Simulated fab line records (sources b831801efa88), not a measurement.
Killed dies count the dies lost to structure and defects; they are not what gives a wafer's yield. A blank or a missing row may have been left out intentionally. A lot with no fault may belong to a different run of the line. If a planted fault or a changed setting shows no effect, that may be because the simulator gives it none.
fab line records	flow sky130
[record] lots = 6	wafers = 16	last_day = 49
route steps=708 shown FIELD_ISO@13 NWELL@32 PAD_OPEN@708
lots untouched by any fault: they come from a run of this same line in which no faults occurred
start_h: hours from the record's first day to the start of the lot's first wafer shown	wait_h: hours since the lot's step before	" same as the row above	L1.1+2: a row that stands for several wafers	- no value, or no start given	* or withheld: withheld	< > ~ a bound
route shown NAME@n: names a module that has steps shown in the file, with the first one's number in the route	usual: mean/standard deviation taken from wafers without a fault	same: alike in all rows	chamber/n: place in a boat	sites: the reading at each site	_std_site: the standard deviation of these	_edge_site: the outer-site mean with the inner-site mean subtracted	radius_mm: for every site, how far away it sits from the centre of the wafer	mask NAME#n: copy n	behind: the tool/chamber that last shaped the wafer	hold: what put the lot on hold/how long, in hours/how the hold closed	device: whichever transistor did not switch (one of n, p or np)	end of line: at the end of the route, the tests of the same wafers	a step without rows: its recipe alone	killed: count of dies lost to structure and defects at first sort (not the wafer's yield)	map: the dies of a wafer, with x for killed, . for not killed, _ for no die there
set.NAME: setting as actually run; set.NAME@STEP: the setting as run at that earlier step	model.NAME: the simulator's own value behind a step, which no gauge read
lots seen at some steps along the route; tables by step, rows by wafer
services: when a tool's chamber went out of use (start_h, in hours from the record's first day, below 0 if earlier), for how many hours, and the reason
[[steps]]
[step SKY_FIELD_ISO_DEVELOP_12]
[recipe] develop_time_s = 60	resist = KrF-thick	dev_temp_c = 21
[step SKY_FIELD_ISO_CD_MEAS_13]
[recipe] target_cd_nm = 150
[usual] cd_nm = 150.2/1.6
lot.wafer	tool	chamber	start_h	wait_h	cd_nm
L542.1	cd_sem-01	-	48.98	-	149.9
L542.3	"	-	"	"	148.1
L542.4	"	-	"	"	149.2
L547.1	cd_sem-02	-	75.24	-	150.4
L547.2	"	-	"	"	151.9
L547.4	"	-	"	"	148.4
L548.1	cd_sem-01	-	82.64	-	151.3
L548.2	"	-	"	"	151.1
L548.6	"	-	"	"	150.2
L553.3	cd_sem-02	-	106.55	-	152.4
L553.4	"	-	"	"	152.5
L554.4	cd_sem-02	-	112.85	-	151.0
L554.6	"	-	"	"	151.9
L559.2	cd_sem-02	-	137.66	-	150.5
L559.3	"	-	"	"	150.8
L559.6	"	-	"	"	151.6
[step SKY_FIELD_ISO_ETCH_14]
[recipe] chemistry = N2/H2	target = BARC	ion_energy_ev = 200	source_w = 500	bias_w = 100	pressure_mtorr = 30	n2_flow_sccm = 100	h2_flow_sccm = 200	stop_on = SiO2	time_s = 45.9	target_depth_a = 600
[usual] bias_w = 100.05/0.28	drypump_motor_current_A = 5.7/0.52	h2_flow_sccm = 200.1/0.58	oes_product_au = 0.855/0.005	throttle_valve_pct = 13.224/0.0099
lot.wafer	tool	chamber	start_h	wait_h	bias_w	drypump_motor_current_A	h2_flow_sccm	oes_product_au	rf_hours_counter_h	throttle_valve_pct
L542.1	rie_diel-03	1	49.10	0.1	99.93	6.3	201.4	0.848	44	13.217
L542.3	"	0	"	"	99.98	5.4	199.9	0.857	2	13.212
L542.4	"	3	"	"	100.19	5.6	201.3	0.857	22	13.210
L547.1	rie_diel-04	1	75.36	0.1	100.05	5.4	199.8	0.852	39	13.220
L547.2	"	0	"	"	99.98	4.9	200.2	0.855	98	13.244
L547.4	"	2	"	"	99.77	5.5	199.3	0.856	-	13.227
L548.1	rie_diel-01	3	82.76	0.1	99.87	5.9	199.6	0.852	118	13.215
L548.2	"	0	"	"	100.11	4.8	200.0	0.856	97	13.216
L548.6	"	2	"	"	100.26	6.5	200.6	0.863	-	13.224
L553.3	rie_diel-03	3	106.63	0.1	99.65	5.5	200.5	0.853	23	13.212
L553.4	"	1	"	"	99.67	6.3	199.5	0.854	45	13.228
L554.4	rie_diel-03	0	112.91	0.0	99.52	5.4	199.1	0.842	4	13.227
L554.6	"	3	"	"	100.31	5.5	199.7	0.858	-	13.206
L559.2	rie_diel-03	2	137.76	0.1	100.01	5.5	201.0	0.855	36	13.221
L559.3	"	1	"	"	100.24	6.3	199.3	0.854	46	13.229
L559.6	"	1	"	"	100.30	6.3	199.8	0.849	-	13.221
[step SKY_FIELD_ISO_ETCH_15]
[recipe] chemistry = CHF3/O2	target_depth_nm = 180	stop_on = Si	source_w = 600	bias_w = 200	pressure_mtorr = 40	chf3_flow_sccm = 50	O2_flow_sccm = 5	time_s = 72
[usual] bias_w = 200.0/0.63	drypump_motor_current_A = 5.6/0.52	oes_product_au = 0.946/0.0073	throttle_valve_pct = 8.843/0.0087
lot.wafer	tool	chamber	start_h	wait_h	bias_w	drypump_motor_current_A	oes_product_au	rf_hours_counter_h	throttle_valve_pct
L542.1	rie_diel-03	1	49.14	0.0	200.6	6.3	0.934	44	8.834
L542.3	"	0	"	"	199.5	5.4	0.947	2	8.824
L542.4	"	3	"	"	200.9	5.5	0.942	22	8.847
L547.1	rie_diel-04	1	75.40	0.0	198.8	5.4	0.943	39	8.843
L547.2	"	0	"	"	199.2	4.9	0.942	98	8.840
L547.4	"	2	"	"	199.5	5.5	0.935	-	8.847
L548.1	rie_diel-01	3	82.80	0.0	200.2	5.9	0.941	118	8.851
L548.2	"	0	"	"	200.8	4.8	0.938	97	8.833
L548.6	"	2	"	"	199.8	6.5	0.947	-	8.830
L553.3	rie_diel-03	3	106.68	0.0	199.2	5.5	0.944	23	8.860
L553.4	"	1	"	"	199.8	6.3	0.945	45	8.849
L554.4	rie_diel-03	0	112.95	0.0	200.1	5.5	0.949	4	8.850
L554.6	"	3	"	"	200.1	5.5	0.951	-	8.844
L559.2	rie_diel-03	2	137.80	0.0	198.8	5.4	0.952	36	8.839
L559.3	"	1	"	"	200.2	6.3	0.952	46	8.843
L559.6	"	1	"	"	201.2	6.3	0.951	-	8.850
[step SKY_FIELD_ISO_STRIP_16]
[recipe] chemistry = O2/N2	power_w = 1400	pressure_mtorr = 1500	platen_temp_c = withheld	o2_flow_sccm = 3000	n2_flow_sccm = 300	overash_fraction = 0.5
[usual] drypump_motor_current_A = 5.8/0.45	oes_product_au = 0.378/0.0048	strip_time_to_endpoint_s = 3.544/0.025
lot.wafer	tool	chamber	start_h	wait_h	drypump_motor_current_A	oes_product_au	rf_hours_counter_h	strip_time_to_endpoint_s
L542.1	plasma_asher-03	0	49.20	0.0	5.4	0.377	38	3.543
L542.3	"	0	"	"	5.4	0.375	-	3.531
L542.4	"	1	"	"	6.6	0.376	-	3.526
L547.1	plasma_asher-03	0	75.46	0.0	5.4	0.377	40	3.512
L547.2	"	1	"	"	6.7	0.375	40	3.525
L547.4	"	1	"	"	6.6	0.375	-	3.557
L548.1	plasma_asher-03	0	82.86	0.0	5.4	0.386	41	3.530
L548.2	"	1	"	"	6.6	0.377	41	3.516
L548.6	"	0	"	"	5.4	0.377	-	3.532
L553.3	plasma_asher-03	1	106.77	0.1	6.5	0.375	-	3.541
L553.4	"	0	"	"	5.4	0.383	-	3.542
L554.4	plasma_asher-01	1	113.04	0.1	6.1	0.373	-	3.522
L554.6	"	1	"	"	6.1	0.369	-	3.527
L559.2	plasma_asher-03	1	137.86	0.0	6.6	0.377	2	3.545
L559.3	"	0	"	"	5.4	0.376	-	3.569
L559.6	"	0	"	"	5.4	0.384	-	3.561
[step SKY_FIELD_ISO_ETCH_17]
[recipe] target_depth_a = 3420	mask_material = Si3N4	chemistry = HBr/Cl2/O2	target = Si	taper_deg = 5	icp_w = 600	bias_w = 150	pressure_mtorr = 15	HBr_flow_sccm = 150	Cl2_flow_sccm = 40	O2_flow_sccm = 6	time_s = 97.7
[usual] bias_w = 150.1/0.45	drypump_motor_current_A = 5.6/0.34	he_backside_leak_sccm = 2.73/0.23	oes_product_au = 1.000/0.008	throttle_valve_pct = 25.655/0.01
lot.wafer	tool	chamber	start_h	wait_h	bias_w	drypump_motor_current_A	he_backside_leak_sccm	oes_product_au	rf_hours_counter_h	throttle_valve_pct
L542.1	rie_si-02	3	49.30	0.1	149.8	5.9	2.62	1.005	74	25.643
L542.3	"	1	"	"	150.4	5.0	3.76	1.012	4	25.647
L542.4	"	0	"	"	150.0	6.4	2.49	1.008	2	25.652
L547.1	rie_si-01	3	75.56	0.1	150.0	5.7	2.56	1.009	49	25.647
L547.2	"	0	"	"	149.7	5.4	2.65	0.997	55	25.645
L547.4	"	2	"	"	149.3	5.7	2.87	1.005	2	25.643
L548.1	rie_si-01	0	82.96	0.1	150.7	5.4	2.65	0.989	55	25.654
L548.2	"	3	"	"	149.3	5.7	2.69	0.999	49	25.651
L548.6	"	1	"	"	150.4	5.6	2.99	0.996	-	25.661
L553.3	rie_si-01	2	106.83	0.0	150.6	5.7	2.99	0.994	3	25.661
L553.4	"	1	"	"	149.0	5.6	3.02	0.995	2	25.658
L554.4	rie_si-01	1	113.11	0.0	149.6	5.6	3.03	0.994	2	25.658
L554.6	"	1	"	"	149.0	5.6	2.90	0.996	-	25.675
L559.2	rie_si-01	3	137.96	0.1	150.5	5.7	2.58	0.996	50	25.650
L559.3	"	1	"	"	150.9	5.6	2.88	1.003	2	25.653
L559.6	"	1	"	"	150.3	5.6	2.90	1.000	-	25.652
[step SKY_FIELD_ISO_WET_ETCH_18]
[recipe] chemistry = H3PO4	target_depth_nm = 25	temp_c = 160	target = Si3N4	time_s = 286
[step SKY_FIELD_ISO_CLEAN_19]
[recipe] chemistry = SC1/SC2	mix = 1:4:20	temp_c = 70	time_s = 150
[step SKY_FIELD_ISO_CLEAN_20]
[recipe] chemistry = dHF	time_s = 20	dilution = 100:1
[step SKY_FIELD_ISO_WET_ETCH_21]
[recipe] chemistry = dHF	dilution = 100:1	target_depth_nm = 20	dry = ipa_marangoni	target = SiO2	temp_c = 25	time_s = 400
[step SKY_FIELD_ISO_OXIDATION_22]
[recipe] temp_c = 950	ambient = O2	stabilise_s = 600	purge_s = 300	target_thk_a = 100	ox_time_s = 623
[step SKY_FIELD_ISO_THK_MEAS_23]
[recipe] reads = SiO2_of_FIELD_ISO_OXIDATION_22
[usual] FIELD_ISO_OXIDATION_01_THK = 9.93/0.22
lot.wafer	tool	chamber	start_h	wait_h	FIELD_ISO_OXIDATION_01_THK[nm]
L542.1	film_metro-02	-	51.78	0.0	9.56
L542.3	"	-	"	"	9.51
L542.4	"	-	"	"	9.67
L547.1	film_metro-01	-	78.30	0.0	9.92
L547.2	"	-	"	"	10.24
L547.4	"	-	"	"	9.98
L548.1	film_metro-03	-	84.48	0.0	9.94
L548.2	"	-	"	"	9.86
L548.6	"	-	"	"	9.91
L553.3	film_metro-01	-	108.38	0.0	9.57
L553.4	"	-	"	"	9.42
L554.4	film_metro-03	-	114.98	0.0	10.26
L554.6	"	-	"	"	10.23
L559.2	film_metro-01	-	140.22	0.0	10.27
L559.3	"	-	"	"	10.22
L559.6	"	-	"	"	10.33
[step SKY_FIELD_ISO_CVD_24]
[recipe] material = SiO2	target_thk_nm = 595	temp_c = 650	sigma_open_frac = 0.3	time_s = 99.2	sih4_flow_sccm = 60	pressure_mtorr = 6
lot.wafer	tool	chamber	start_h	wait_h	model.SiO2_of_FIELD_ISO_CVD_24.thk_nm
L542.1	hdpcvd-01	0	51.84	0.1	592.5
L542.3	"	1	"	"	599.3
L542.4	"	0	"	"	589.5
L547.1	hdpcvd-01	2	78.36	0.1	599.4
L547.2	"	1	"	"	602.9
L547.4	"	1	"	"	603.4
L548.1	hdpcvd-01	2	84.54	0.1	594
L548.2	"	0	"	"	602.2
L548.6	"	0	"	"	597.1
L553.3	hdpcvd-01	1	108.42	0.0	599.4
L553.4	"	2	"	"	268.7
L554.4	hdpcvd-01	1	115.04	0.1	282.2
L554.6	"	0	"	"	592.1
L559.2	hdpcvd-02	2	140.27	0.0	597.1
L559.3	"	0	"	"	594.5
L559.6	"	2	"	"	602.2
[step SKY_FIELD_ISO_THK_MEAS_25]
[recipe] reads = SiO2_of_FIELD_ISO_CVD_24
[usual] FIELD_ISO_CVD_24_THK = 596/4.3
lot.wafer	tool	chamber	start_h	wait_h	FIELD_ISO_CVD_24_THK[nm]
L542.1	film_metro-01	-	51.91	0.0	593
L542.3	"	-	"	"	599
L542.4	"	-	"	"	590
L547.1	film_metro-03	-	78.43	0.0	600
L547.2	"	-	"	"	603
L547.4	"	-	"	"	604
L548.1	film_metro-01	-	84.61	0.0	594
L548.2	"	-	"	"	602
L548.6	"	-	"	"	598
L553.3	film_metro-01	-	108.51	0.1	599
L553.4	"	-	"	"	269
L554.4	film_metro-02	-	115.11	0.0	282
L554.6	"	-	"	"	592
L559.2	film_metro-02	-	140.35	0.0	597
L559.3	"	-	"	"	595
L559.6	"	-	"	"	602
[step SKY_FIELD_ISO_ANNEAL_26]
[recipe] temp_c = 1000	time_s = 1800	ambient = N2
[step SKY_FIELD_ISO_CMP_27]
[recipe] stop_on = Si3N4	t_overpolish_s = 16	down_force_psi = 4	platen_rpm = 60	target_thk_nm = 457.8	pad_velocity_m_s = 0.94248
[usual] motor_current_A = 12.2/1.8	time_to_endpoint_s = 115/3.7
lot.wafer	tool	chamber	start_h	wait_h	motor_current_A	time_to_endpoint_s
L542.4	cmp-01	2	54.78	0.0	11.2	114
L542.3	"	0	"	"	10.4	113
L542.1	"	1	"	"	11.7	117
L547.2	cmp-02	3	80.57	0.0	9.8	114
L547.1	"	0	"	"	11.2	116
L547.4	"	1	"	"	12.6	118
L548.1	cmp-01	3	87.63	1.5	15.7	116
L548.2	"	0	"	"	10.0	117
L548.6	"	3	"	"	15.9	120
L553.4	cmp-01	2	111.01	0.0	11.1	53
L553.3	"	0	"	"	9.8	111
L554.4	cmp-01	0	117.96	0.1	9.5	50
L554.6	"	3	"	"	15.1	109
L559.3	cmp-02	2	142.28	0.0	15.2	120
L559.2	"	3	"	"	10.0	115
L559.6	"	2	"	"	14.7	124
[step SKY_FIELD_ISO_WET_ETCH_28]
[recipe] chemistry = dHF	target_depth_nm = 23.7	target = SiO2	dilution = 10:1	temp_c = 25	time_s = 47
[step SKY_FIELD_ISO_WET_ETCH_29]
[recipe] chemistry = H3PO4	target_depth_nm = 160	target = Si3N4	temp_c = 160	time_s = 1825
[step SKY_FIELD_ISO_WET_ETCH_30]
[recipe] chemistry = dHF	target_depth_nm = 25	target = SiO2	dilution = 10:1	temp_c = 25	time_s = 50
lot.wafer	tool	chamber	start_h	wait_h	model.SiO2_of_FIELD_ISO_CVD_24.thk_nm
L542.1	wet_bench-03	2	55.67	0.0	406.8
L542.3	"	2	"	"	405.8
L542.4	"	2	"	"	404.9
L547.1+4	wet_bench-03	1	81.40	0.0	403.8
L547.2	"	1	"	"	404.5
L548.1	wet_bench-01	1	88.47	0.0	406.7
L548.2	"	1	"	"	404
L548.6	"	1	"	"	405
L553.3	wet_bench-03	3	111.95	0.0	405.3
L553.4	"	3	"	"	216.3
L554.4	wet_bench-03	3	118.75	0.0	229.3
L554.6	"	3	"	"	404.4
L559.2	wet_bench-03	0	143.11	0.0	405.3
L559.3	"	0	"	"	406.3
L559.6	"	0	"	"	405.6
[step SKY_NWELL_CLEAN_00]
[recipe] chemistry = SC1/SC2	mix = 1:4:20	temp_c = 70	time_s = 150	dry = n2_spin
[step SKY_PAD_OPEN_PROBE_99]
[usual] killed_at_M0_to_M3 = 43/7.3	killed_at_M4_up = 3.2/1.8	killed_at_contacts = 24/5.8	killed_at_front_end = 16/4.5	killed_at_other = 0.3/0.53	killed_dies = 87/9.9	killed_on_rim = 17/3.8	killed_open = 48/6.8	killed_short = 39/6.9
[same] gross_dies = 492	killed_at_back_side = 0
lot.wafer	tool	chamber	start_h	wait_h	killed_at_M0_to_M3	killed_at_M4_up	killed_at_contacts	killed_at_front_end	killed_at_other	killed_dies	killed_on_rim	killed_open	killed_short
L547.1	prober-02	-	1127.20	0.1	53	3	27	13	1	97	17	46	51
L547.2	prober-02	-	1127.25	0.1	44	6	25	12	1	88	14	46	42
L547.4	prober-02	-	1127.35	0.2	49	5	38	11	0	103	26	56	47
L548.1	prober-01	-	1138.89	0.1	49	3	30	20	0	102	23	54	48
L548.2	prober-01	-	1138.94	0.1	46	1	32	24	0	103	18	63	40
L548.6	prober-01	-	1139.14	0.2	51	1	24	15	0	91	17	52	39
L553.3	prober-02	-	1158.36	0.2	49	2	17	16	0	84	13	37	47
L553.4	prober-02	-	1158.41	0.2	53	7	28	404	0	492	96	46	54
L554.4	prober-01	-	1163.14	0.2	39	4	29	420	0	492	96	49	39
// killed by level:class
L547.1 CONTACT:geometric_particle:open=9 VIA1:geometric_particle:open=9 METAL1:geometric_particle:short=8 METAL2:geometric_particle:short=8 LI_CONTACT:geometric_particle:open=7 CONTACT:geometric_particle:short=6 VIA1:geometric_particle:short=6 VIA3:geometric_particle:open=5
L547.2 CONTACT:geometric_particle:open=10 VIA1:geometric_particle:open=10 VIA1:geometric_particle:short=9 LI_CONTACT:geometric_particle:open=8 METAL4:geometric_particle:short=5 METAL1:geometric_particle:short=5 VIA2:geometric_particle:open=5 METAL2:geometric_particle:short=4
L547.4 CONTACT:geometric_particle:open=13 LI_CONTACT:geometric_particle:open=11 VIA1:geometric_particle:open=9 VIA2:geometric_particle:open=9 CONTACT:geometric_particle:short=6 METAL1:geometric_particle:short=6 VIA3:geometric_particle:open=6 METAL2:geometric_particle:short=5
L548.1 VIA1:geometric_particle:open=16 CONTACT:geometric_particle:open=10 FIELD_ISO:geometric_particle:short=8 LI_CONTACT:geometric_particle:open=7 METAL2:geometric_particle:short=7 VIA3:geometric_particle:open=6 METAL1:geometric_particle:short=6 POLY_GATE:geometric_particle:open=5
L548.2 CONTACT:geometric_particle:open=13 VIA1:geometric_particle:open=12 LI_CONTACT:geometric_particle:open=11 VIA2:geometric_particle:short=8 POLY_GATE:geometric_particle:open=7 FIELD_ISO:geometric_particle:open=6 METAL1:geometric_particle:short=6 VIA2:geometric_particle:open=5
L548.6 CONTACT:geometric_particle:open=15 VIA1:geometric_particle:open=12 VIA2:geometric_particle:open=9 METAL2:geometric_particle:short=8 CONTACT:geometric_particle:short=5 VIA1:geometric_particle:short=4 FIELD_ISO:geometric_particle:short=3 LI_CONTACT:geometric_particle:open=3
L553.3 METAL1:geometric_particle:short=12 VIA1:geometric_particle:short=8 FIELD_ISO:geometric_particle:open=7 CONTACT:geometric_particle:open=7 VIA1:geometric_particle:open=6 FIELD_ISO:geometric_particle:short=5 METAL2:geometric_particle:short=5 VIA2:geometric_particle:open=5
L553.4 FIELD_ISO:area_cvd=392 VIA1:geometric_particle:open=12 METAL1:geometric_particle:short=9 CONTACT:geometric_particle:short=9 VIA1:geometric_particle:short=9 CONTACT:geometric_particle:open=7 VIA2:geometric_particle:open=6 LI_CONTACT:geometric_particle:open=5
L554.4 FIELD_ISO:area_cvd=404 CONTACT:geometric_particle:open=13 LI_CONTACT:geometric_particle:open=10 VIA1:geometric_particle:open=8 METAL3:geometric_particle:short=6 CONTACT:geometric_particle:short=5 VIA1:geometric_particle:short=5 METAL2:geometric_particle:short=5
// map L553.4 (x killed, . not)
__________xxxxxxxxxx_________
________xxxxxxxxxxxxxx_______
______xxxxxxxxxxxxxxxxxx_____
_____xxxxxxxxxxxxxxxxxxxx____
____xxxxxxxxxxxxxxxxxxxxxx___
___xxxxxxxxxxxxxxxxxxxxxxxx__
__xxxxxxxxxxxxxxxxxxxxxxxxxx_
_xxxxxxxxxxxxxxxxxxxxxxxxxxxx
_xxxxxxxxxxxxxxxxxxxxxxxxxxxx
_xxxxxxxxxxxxxxxxxxxxxxxxxxxx
_xxxxxxxxxxxxxxxxxxxxxxxxxxxx
_xxxxxxxxxxxxxxxxxxxxxxxxxxxx
_xxxxxxxxxxxxxxxxxxxxxxxxxxxx
_xxxxxxxxxxxxxxxxxxxxxxxxxxxx
_xxxxxxxxxxxxxxxxxxxxxxxxxxxx
__xxxxxxxxxxxxxxxxxxxxxxxxxx_
___xxxxxxxxxxxxxxxxxxxxxxxx__
____xxxxxxxxxxxxxxxxxxxxxx___
_____xxxxxxxxxxxxxxxxxxxx____
______xxxxxxxxxxxxxxxxxx_____
________xxxxxxxxxxxxxx_______
__________xxxxxxxxxx_________
// map L554.4 (x killed, . not)
__________xxxxxxxxxx_________
________xxxxxxxxxxxxxx_______
______xxxxxxxxxxxxxxxxxx_____
_____xxxxxxxxxxxxxxxxxxxx____
____xxxxxxxxxxxxxxxxxxxxxx___
___xxxxxxxxxxxxxxxxxxxxxxxx__
__xxxxxxxxxxxxxxxxxxxxxxxxxx_
_xxxxxxxxxxxxxxxxxxxxxxxxxxxx
_xxxxxxxxxxxxxxxxxxxxxxxxxxxx
_xxxxxxxxxxxxxxxxxxxxxxxxxxxx
_xxxxxxxxxxxxxxxxxxxxxxxxxxxx
_xxxxxxxxxxxxxxxxxxxxxxxxxxxx
_xxxxxxxxxxxxxxxxxxxxxxxxxxxx
_xxxxxxxxxxxxxxxxxxxxxxxxxxxx
_xxxxxxxxxxxxxxxxxxxxxxxxxxxx
__xxxxxxxxxxxxxxxxxxxxxxxxxx_
___xxxxxxxxxxxxxxxxxxxxxxxx__
____xxxxxxxxxxxxxxxxxxxxxx___
_____xxxxxxxxxxxxxxxxxxxx____
______xxxxxxxxxxxxxxxxxx_____
________xxxxxxxxxxxxxx_______
__________xxxxxxxxxx_________
[[services]]
tool	chamber	start_h	hours	kind
plasma_asher-03	-	27.42	4.0	pm
cmp-01	-	43.29	2.0	repair
rie_si-01	2	45.95	6.4	repair
hdpcvd-02	-	46.22	0.6	repair
wet_bench-01	-	49.98	4.3	repair
cmp-02	-	57.00	5.1	pm
cmp-02	-	64.07	4.0	pm
hdpcvd-02	-	64.68	2.8	pm
rie_diel-04	3	65.17	51.6	repair
plasma_asher-03	-	66.34	0.5	repair
hdpcvd-02	-	67.43	15.0	pm
cmp-02	-	68.06	6.5	repair
cmp-02	-	81.98	15.1	repair
hdpcvd-02	2	82.35	13.6	repair
plasma_asher-03	-	84.79	0.5	repair
plasma_asher-03	-	108.75	9.0	pm
plasma_asher-03	0	108.75	9.0	vent_cycle
rie_diel-03	-	111.67	0.5	repair
rie_diel-03	1	117.29	8.2	repair
cmp-01	-	120.36	1.7	repair
rie_diel-04	1	120.47	9.4	repair
rie_diel-03	-	121.30	0.4	repair
cmp-01	-	127.08	2.0	repair
cmp-01	-	128.94	1.9	repair
[[key]]
[first_sign] step = SKY_FIELD_ISO_THK_MEAS_25	reading = FIELD_ISO_CVD_24_THK	direction = down	sigmas = 74	usual = 596	struck = 275
[effect] step = SKY_FIELD_ISO_CMP_27	reading = time_to_endpoint_s	direction = down	sigmas = 17	usual = *	struck = *
[effect] step = SKY_PAD_OPEN_PROBE_99	reading = killed_at_front_end	direction = up	sigmas = 88	usual = 16	struck = 412
[model_effect] step = SKY_FIELD_ISO_CVD_24	value = SiO2_of_FIELD_ISO_CVD_24.thk_nm	without = 596.8	struck = 275.5
[model_effect] step = SKY_FIELD_ISO_WET_ETCH_30	value = SiO2_of_FIELD_ISO_CVD_24.thk_nm	without = 404.5	struck = 222.8
[more_kills_born_at] SKY_FIELD_ISO_CVD_24@hdpcvd-01 = 796
met_at SKY_FIELD_ISO_CVD_24
struck_wafers L553.4,L554.4
later_rows_left_out L553.4,L554.4
tester_left_out L553,L554
onset_between 84.54 108.42
[fault] kind = process_parameter_drift	tool = hdpcvd-01	chamber = -	onset_h = 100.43	steps = SKY_FIELD_ISO_CVD_24	channel = target_thk_nm	offset = -321.32	shape = step	end_h = 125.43	scope = struck_wafers_only	acts_in = these_recipes_only	stated = 595
// tester_left_out: of these lots the tester's yield and bins aren't shown, on N5 and GAA mostly nor the transistor test; their killed dies are dies lost to structure and defects alone, not to doping, threshold or leakage, so they don't give the yield
// later_rows_left_out: the simulator's readings of these wafers behind a module that went badly wrong aren't trusted and aren't shown, but for the sort
